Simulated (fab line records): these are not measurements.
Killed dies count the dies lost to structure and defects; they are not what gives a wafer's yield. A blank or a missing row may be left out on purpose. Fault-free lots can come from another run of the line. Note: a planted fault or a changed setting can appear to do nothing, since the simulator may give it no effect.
The same fault as seen by 2 desks | flow sky130 | each desk has only its own numbers; what lay behind them comes last

## DESK OF THE TOOL OWNER: litho track-01
The tool's own readings at SKY_VT_ADJUST_HVTR_DEVELOP_06 (develop time 60 s): means of the sampled wafers that have a number, for each lot that ran on this tool. A lot is out of limits, marked OUT, if its mean lies more than 4 standard deviations from the usual mean; the brackets give that distance.
Columns: A = chill plate temp C at SKY_VT_ADJUST_HVTR_DEVELOP_06, usual 22.98 C
lot  | first seen here | A
L229 | day 10 03:40    | 23.03
L230 | day 10 09:04    | 22.89
L236 | day 12 04:49    | 23.10
L237 | day 12 12:31    | 22.93
This desk found nothing out of limits on any of the 4 lots.

## METROLOGY DESK
What the gauges read for every lot (on any tool): the sampled wafers with a number, averaged. A lot is out of limits, marked OUT, if its mean lies more than 4 standard deviations from the usual mean; the brackets give that distance.
Columns: A = PWDE_RS at SKY_NWELL_RS_MEAS_31, usual 5270 ohm/sq; B = cd nm at SKY_VT_ADJUST_HVTP_CD_MEAS_07, usual 380.1 nm; C = VT_ADJUST_NCORE_TW at SKY_VT_ADJUST_NCORE_TW_MEAS_11, usual 218.0; D = cd nm at SKY_VT_ADJUST_HVTR_CD_MEAS_07, usual 380.8 nm; E = VT_ADJUST_HVTR_OVL at SKY_VT_ADJUST_HVTR_OVL_MEAS_08, usual -0.9 nm; F = VT_ADJUST_HVTR_TW at SKY_VT_ADJUST_HVTR_TW_MEAS_11, usual 209.7
lot  | first seen here | A    | B     | C     | D     | E    | F
L227 | day 5 13:59     | 5277 | 376.5 | 218.4 | 382.7 | -2.3 | 206.7
L228 | day 5 20:17     | 5248 | 376.3 | 216.2 | 381.4 | 0.5  | 207.7
L229 | day 5 22:25     | 5287 | 382.8 | 215.8 | 379.7 | -0.2 | 206.5
L230 | day 6 02:21     | 5270 | 380.1 | 221.0 | 382.7 | -2.2 | 207.0
L231 | day 6 12:45     | 5224 | 379.9 | 215.8 | 376.3 | -0.1 | 211.6
L232 | day 6 17:08     | 5260 | 378.7 | 219.5 | 381.3 | -1.8 | 208.2
L235 | day 7 05:19     | 5281 | 379.1 | 219.9 | 382.0 | -0.9 | 208.1
L236 | day 7 14:16     | 5279 | 376.5 | 215.4 | 381.8 | -2.0 | 148.4 (-26) OUT
L237 | day 7 20:07     | 5263 | 379.9 | 220.1 | 379.6 | 0.5  | 152.1 (-24) OUT
L238 | day 8 02:52     | 5223 | 383.9 | 220.1 | 386.1 | -1.5 | 213.0
L243 | day 9 09:31     | 5250 | 383.2 | 217.2 | 382.0 | -1.2 | 209.5
L244 | day 9 14:07     | 5292 | 379.4 | 220.7 | 381.2 | -3.5 | 206.6
L249 | day 10 18:02    | 5265 | 381.0 | 218.0 | 379.1 | -0.3 | 212.7
L250 | day 10 23:53    | 5278 | 384.9 | 215.7 | 379.9 | -1.0 | 207.6
Per this desk, out of limits: L236, L237; the first was L236, day 12 05:23 (VT_ADJUST_HVTR_TW at SKY_VT_ADJUST_HVTR_TW_MEAS_11). In limits: L227, L228, L229, L230, L231, L232, L235, L238, L243, L244, L249, L250.

## ALL TOGETHER
An alarm was possible from the metrology desk at day 12 05:23, on L236, L237.
The desk of the tool owner found nothing out of limits.
The tool owner's desk has L236, L237 on record, within its limits.
All the named lots went through SKY_VT_ADJUST_HVTR_DEVELOP_06 on litho track-01.

## WHAT THE SIMULATOR HAD INSERTED
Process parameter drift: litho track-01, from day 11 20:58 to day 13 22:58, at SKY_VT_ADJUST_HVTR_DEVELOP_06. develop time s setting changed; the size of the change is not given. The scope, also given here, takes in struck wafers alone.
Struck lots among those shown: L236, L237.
Per desk, hours elapsed from the start of the fault to the first reading out of limits: for the metrology desk, 8.
